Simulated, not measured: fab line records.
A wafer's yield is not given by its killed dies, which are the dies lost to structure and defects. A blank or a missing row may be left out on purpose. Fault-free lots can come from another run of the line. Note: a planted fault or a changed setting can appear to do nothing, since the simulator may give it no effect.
Matching of chambers / flow gf180mcu / cmp-01 running GF_V2_CMP_04: 4 sister chambers
The step polishes SiO2. 8 wafers are shown with their chamber, then 12 later ones without.

## WAFERS, EACH WITH ITS CHAMBER
wafer=L719.2; chamber=2; motorCurrentA (A)=12.7; timeToEndpointS (s)=82
wafer=L719.5; chamber=1; motorCurrentA (A)=12.8; timeToEndpointS (s)=88
wafer=L723.1; chamber=0; motorCurrentA (A)=10.8; timeToEndpointS (s)=85
wafer=L723.5; chamber=2; motorCurrentA (A)=12.3; timeToEndpointS (s)=81
wafer=L723.6; chamber=1; motorCurrentA (A)=12.7; timeToEndpointS (s)=83
wafer=L724.1; chamber=3; motorCurrentA (A)=13.6; timeToEndpointS (s)=79
wafer=L724.5; chamber=3; motorCurrentA (A)=14.5; timeToEndpointS (s)=83
wafer=L724.6; chamber=0; motorCurrentA (A)=10.4; timeToEndpointS (s)=82

## WAFERS WITHOUT THEIR CHAMBER
wafer=L731.2; motorCurrentA (A)=13.9; timeToEndpointS (s)=75
wafer=L731.5; motorCurrentA (A)=12.8; timeToEndpointS (s)=84
wafer=L731.6; motorCurrentA (A)=10.4; timeToEndpointS (s)=81
wafer=L730.1; motorCurrentA (A)=13.2; timeToEndpointS (s)=75
wafer=L730.3; motorCurrentA (A)=10.3; timeToEndpointS (s)=82
wafer=L730.5; motorCurrentA (A)=12.8; timeToEndpointS (s)=83
wafer=L732.2; motorCurrentA (A)=14.1; timeToEndpointS (s)=84
wafer=L732.5; motorCurrentA (A)=14.2; timeToEndpointS (s)=90
wafer=L732.6; motorCurrentA (A)=10.3; timeToEndpointS (s)=84
wafer=L734.1; motorCurrentA (A)=10.6; timeToEndpointS (s)=69
wafer=L734.4; motorCurrentA (A)=12.0; timeToEndpointS (s)=82
wafer=L734.5; motorCurrentA (A)=12.1; timeToEndpointS (s)=78

## THE CHAMBER EACH PASSED THROUGH
wafer=L731.2; from the rows above=3; in truth=3
wafer=L731.5; from the rows above=can't be placed: 1 or 2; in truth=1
wafer=L731.6; from the rows above=0; in truth=0
wafer=L730.1; from the rows above=can't be placed: 2 or 3 or 1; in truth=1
wafer=L730.3; from the rows above=0; in truth=0
wafer=L730.5; from the rows above=can't be placed: 2 or 1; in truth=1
wafer=L732.2; from the rows above=3; in truth=3
wafer=L732.5; from the rows above=can't be placed: 3 or 1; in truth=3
wafer=L732.6; from the rows above=0; in truth=0
wafer=L734.1; from the rows above=can't be placed: 0 or 2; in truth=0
wafer=L734.4; from the rows above=can't be placed: 2 or 1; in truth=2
wafer=L734.5; from the rows above=can't be placed: 2 or 1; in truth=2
Correctly placed: 5 of 12. From these rows, 7 cannot be placed; in 7 the true chamber is one of the candidates. 0 placed wrongly.
How it was worked out, from the rows above alone: a wafer's distance from a chamber is the root of the sum, over the readings, of the square of ((its reading less the chamber's mean) divided by the reading's scatter). If the next closest chamber is less than 2 further off than the closest, the wafer can't be placed; otherwise it belongs to the closest. Each chamber's mean is taken over the wafers shown for it. The scatter: take each reading less its chamber's mean, square it, sum over the shown wafers, divide by the number of wafers less the number of chambers, and take the root.
